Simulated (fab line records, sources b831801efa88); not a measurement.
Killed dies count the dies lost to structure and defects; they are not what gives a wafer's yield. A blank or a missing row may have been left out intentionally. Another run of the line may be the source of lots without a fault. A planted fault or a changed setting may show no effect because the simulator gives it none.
8D (eight disciplines) problem report, filled in by code    flow sfq line    the parts of the form that need people (team, actions taken, sign-off) are left out

1. THE PROBLEM
Wafers without a fault read 79.97 W, standard deviation 0.24; bias w at SFQ_TRILAYER_I1_VIA_ETCH_VIA_ETCH_052 reads a mean of 95.02 W on 2 wafers belonging to 2 lots. Relative to the usual mean, that is a shift of +63 standard deviations.
The step: etches SiO2 in CHF3, stops on Nb, target depth 260 nm.
First observed at day 39 15:38: wafer L573.4, on rie diel-04. The record holds 42 wafers of 14 lots with a number at this step. The rule behind "out" and "out of limits": a value lying over 4 standard deviations away from the usual mean. Any other wafer with a number is counted as sound.

2. WHAT IT IS, AND WHAT IT ISN'T
question                     is                 is not
which readings at this step  bias w             drypump motor current A, oes product au
which lots                   L573, L575         L555, L556, L557, L558, L559, L560, L561, L563, L570, L574, L576, L577
which wafers of those lots   L573.4, L575.5     L573.2, L573.5, L575.1, L575.6
read on which tools          rie diel-04        rie diel-02, rie diel-03
when                         from day 39 15:38  up to then (29 sound wafers); but 11 sound wafers of L574, L575, L576, L577 came after

3. THE SUSPECTS, EACH WITH WHAT RULES IT OUT
Counting: if a tool at a process step up to the reading ran every lot that is out, it stays a suspect. Sound lots after the first of them don't rule it out here, since some wafers of a struck lot are sound.
- rie diel-04 at SFQ_TRILAYER_I1_VIA_ETCH_VIA_ETCH_052 (etches SiO2 in CHF3, stops on Nb, target depth 260 nm): kept. Ran every lot that is out, first one L573 (day 39 15:38); last sound lot up to then L570 (day 38 13:14). Its own readings are out on those wafers: bias w.
- Within rie diel-04 at SFQ_TRILAYER_I1_VIA_ETCH_VIA_ETCH_052: the wafers that are out ran in chamber 0; their sound lot-mates ran in chambers 1, 3.
The count leaves rie diel-04 at SFQ_TRILAYER_I1_VIA_ETCH_VIA_ETCH_052.

4. THE CAUSE (what the simulator had put in)
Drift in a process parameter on rie diel-04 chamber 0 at SFQ_TRILAYER_I1_VIA_ETCH_VIA_ETCH_052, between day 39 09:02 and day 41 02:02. A move of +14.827 in setting bias w, from 80. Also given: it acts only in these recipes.
The count eliminated every tool but this one.

5. THE CHAIN OF EFFECTS, in route order
Rows list readings where the struck wafers' mean (over those with a number) sits beyond 3 standard deviations from the usual. Readings are gone through only where the record gives a usual standard deviation; hours: the median, over the lots, of the time from a lot's start at the first step in this table giving one to that lot's start at this step; sigmas: the change measured in usual standard deviations.
hours  step                                   reading  usual    on struck wafers  change  sigmas
0      SFQ_TRILAYER_I1_VIA_ETCH_VIA_ETCH_052  bias w   79.97 W  95.02             +15.05  +63
Process steps it contains:
- SFQ_TRILAYER_I1_VIA_ETCH_VIA_ETCH_052: etches SiO2 in CHF3, stops on Nb, target depth 260 nm.
Later steps that measure or inspect, where all struck wafers having a row at the step show a number for every such reading and not one has moved that far: SFQ_M2_OVL_MEAS_916.

6. WHAT WOULD HAVE CAUGHT IT SOONER
In this record the first reading out of limits was taken at day 39 15:38, 7 hours after the fault began at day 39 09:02.
